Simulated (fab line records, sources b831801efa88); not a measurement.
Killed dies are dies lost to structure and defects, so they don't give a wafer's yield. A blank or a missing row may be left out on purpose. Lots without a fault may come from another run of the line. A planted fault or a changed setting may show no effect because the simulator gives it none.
Tool commonality check | flow gf180mcu | 12 lots, 36 wafers sampled

WHY IT WAS OPENED
At GF_NWELL_TW_MEAS_11 the reading NWELL_TW is flagged on 2 of 12 lots. Wafers without a fault read 1564, standard deviation 13.
Rule: a lot is flagged when every wafer of it that has a number lies more than 4 standard deviations from that mean, or none has a number. The other lots count as sound.

lot  | measured    | on            | NWELL_TW, wafer by wafer | flag
L146 | day 3 09:01 | film_metro-03 | 1578 1595 1586           |
L148 | day 3 19:16 | film_metro-03 | 1573 1581 1582           |
L149 | day 4 00:04 | film_metro-04 | 1563 1564 1555           |
L151 | day 4 10:43 | film_metro-03 | 1580 1578 1582           |
L152 | day 4 19:02 | film_metro-01 | 1558 1551 1555           |
L155 | day 5 09:49 | film_metro-01 | 1548 1555 1550           |
L161 | day 6 19:29 | film_metro-01 | 1453 1452 1457           | FLAGGED
L163 | day 7 05:43 | film_metro-01 | 1460 1455 1467           | FLAGGED
L164 | day 7 09:44 | film_metro-03 | 1582 1585 1591           |
L166 | day 8 01:37 | film_metro-01 | 1563 1568 1570           |
L168 | day 8 08:23 | film_metro-01 | 1562 1558 1555           |
L169 | day 8 14:28 | film_metro-01 | 1570 1556 1574           |
The numbers of the flagged lots are 1457 on average: -107 against the usual, or -8 standard deviations.

WHICH TOOL RAN EACH LOT
The record holds 1 process step before the reading, out of a route of 602 steps. In each cell: the tool, then ch and the chambers that the sampled wafers went through, then the start.
lot  | flag    | GF_NWELL_IMPLANT_08
L146 |         | implanter-03 ch 0, day 3 08:37
L148 |         | implanter-02 ch 0, day 3 18:52
L149 |         | implanter-01 ch 0, day 3 23:40
L151 |         | implanter-01 ch 0, day 4 10:19
L152 |         | implanter-02 ch 0, day 4 18:25
L155 |         | implanter-03 ch 0, day 5 09:25
L161 | FLAGGED | implanter-02 ch 0, day 6 19:08
L163 | FLAGGED | implanter-02 ch 0, day 7 05:19
L164 |         | implanter-01 ch 0, day 7 09:22
L166 |         | implanter-03 ch 0, day 8 01:14
L168 |         | implanter-01 ch 0, day 8 08:01
L169 |         | implanter-03 ch 0, day 8 14:05
What these steps do:
- GF_NWELL_IMPLANT_08
- GF_NWELL_TW_MEAS_11

FLAGGED OVER TOTAL, TOOL BY TOOL (the gauges that took the reading come last)
step                | tool          | lots run | flagged | share of the flagged lots | sound lots run after its first flagged lot
GF_NWELL_IMPLANT_08 | implanter-01  | 4        | 0       | none                      | -
GF_NWELL_IMPLANT_08 | implanter-02  | 4        | 2       | all                       | 0
GF_NWELL_IMPLANT_08 | implanter-03  | 4        | 0       | none                      | -
GF_NWELL_TW_MEAS_11 | film_metro-01 | 7        | 2       | all                       | 3 (L166,L168,L169)
GF_NWELL_TW_MEAS_11 | film_metro-03 | 4        | 0       | none                      | -
GF_NWELL_TW_MEAS_11 | film_metro-04 | 1        | 0       | none                      | -

WHAT THE TABLE ALLOWS
2 rows of the table ran every flagged lot: implanter-02 at GF_NWELL_IMPLANT_08, film_metro-01 at GF_NWELL_TW_MEAS_11.
- implanter-02 at GF_NWELL_IMPLANT_08: 2 of its 4 lots flagged. Its last sound lot is L152 (day 4 18:25), its first flagged lot L161 (day 6 19:08): a fault that began between those two fits. Its own readings lie more than 4 standard deviations out on every wafer of the flagged lots: beam_on_s, faraday_current_uA.
- film_metro-01 at GF_NWELL_TW_MEAS_11: 2 of its 7 lots flagged. Sound lots ran on it after the first flagged one (L166, L168, L169), which a lasting fault on the whole tool wouldn't allow.
One tool is left: implanter-02 at GF_NWELL_IMPLANT_08.

WHAT THE SIMULATOR HAD PUT IN
Process parameter drift: implanter-02, from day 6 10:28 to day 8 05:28, at GF_NWELL_IMPLANT_08. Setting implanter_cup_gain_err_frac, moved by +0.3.
Lots struck among those shown: L161, L163. The rule above found the same.
